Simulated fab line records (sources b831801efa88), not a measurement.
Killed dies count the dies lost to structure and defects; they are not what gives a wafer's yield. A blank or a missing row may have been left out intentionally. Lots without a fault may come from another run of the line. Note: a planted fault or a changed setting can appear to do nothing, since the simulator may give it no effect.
Problem report, 8D (eight disciplines) form, completed by code | flow gf180mcu | the parts of the form that need people (team, actions taken, sign-off) are left out

## 1. PROBLEM STATEMENT
Wafers free of any fault read 9.97 nm (standard deviation 0.17) for STI_OXIDATION_02_THK at GF_STI_THK_MEAS_30, against a mean of 7.16 nm on 6 wafers of 2 lots. That is -17 standard deviations from the usual mean.
Seen first at day 4 20:17 on filmMetro-02, wafer L239.3. The record has a number at this step for 33 wafers belonging to 11 lots. By rule, "out" or "out of limits" means more than 4 standard deviations away from the usual mean. The other wafers with a number count as sound.

## 2. WHAT IT IS, WHAT IT ISN'T
question                    | is                     | is not
which readings at this step | STI_OXIDATION_02_THK   | -
which lots                  | L239, L240             | L227, L228, L229, L230, L231, L232, L233, L234, L247
which wafers of those lots  | all that have a number | -
read on which gauges        | filmMetro-02           | filmMetro-01, filmMetro-03
when                        | from day 4 20:17       | up to then (24 sound wafers); but 3 sound wafers of L247 came after

## 3. WHAT RULES OUT EACH SUSPECT
Counting: a tool at a process step up to the reading stays a suspect if it ran every lot that is out and no sound lot after the first of them.
- the gauge at GF_STI_THK_MEAS_30: kept. All the wafers that are out were read on filmMetro-02, and no step on other tools shows them out.
- furnace-01 at GF_STI_OXIDATION_29 (stabilise 600 s, purge 300 s, target thk 10 nm): kept. All lots that are out passed through it, beginning with L239 at day 4 18:53, and no sound lot followed; its final sound lot before that point was L233 at day 3 11:43.
Left after counting: furnace-01 at GF_STI_OXIDATION_29, filmMetro-02 at GF_STI_THK_MEAS_30.

## 4. THE CAUSE (what the simulator had put in)
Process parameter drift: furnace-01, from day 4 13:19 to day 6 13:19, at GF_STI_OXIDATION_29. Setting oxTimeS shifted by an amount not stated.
Of the 2 suspects that counting leaves, this tool is one.

## 5. THE CHAIN OF EFFECTS, in route order
Each row: a reading where the mean over the struck wafers with a number is more than 3 standard deviations away from the usual. Only readings whose record carries a usual standard deviation are examined. hours: median over the lots of the time between each lot's start at the first step of this table that gives one and its start at this step. sigmas: the change, counted in usual standard deviations.
hours | step               | reading              | usual   | on struck wafers | change | sigmas
0     | GF_STI_THK_MEAS_30 | STI_OXIDATION_02_THK | 9.97 nm | 7.16             | -2.81  | -17
Later steps that measure or inspect, where all struck wafers having a row at the step show a number for every such reading and not one has moved that far: GF_V2_BOW_MEAS_05, GF_V2_OVL_MEAS_15, GF_V3_THK_MEAS_03.

## 6. HOW IT WOULD HAVE BEEN CAUGHT EARLIER
Counted from the fault's start at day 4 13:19, it took 7 hours until the first out-of-limits reading at a measuring or inspecting step in this record, taken at day 4 20:17.
Of the tool readings at GF_STI_OXIDATION_29 for which the record gives a usual standard deviation, none was out on any struck wafer, so an alarm limit of 4 standard deviations on them would not have fired.
L240, from the lots that are out (2), started GF_STI_OXIDATION_29 on furnace-01 later than day 4 20:17. A hold on the tool at that time would have spared it.
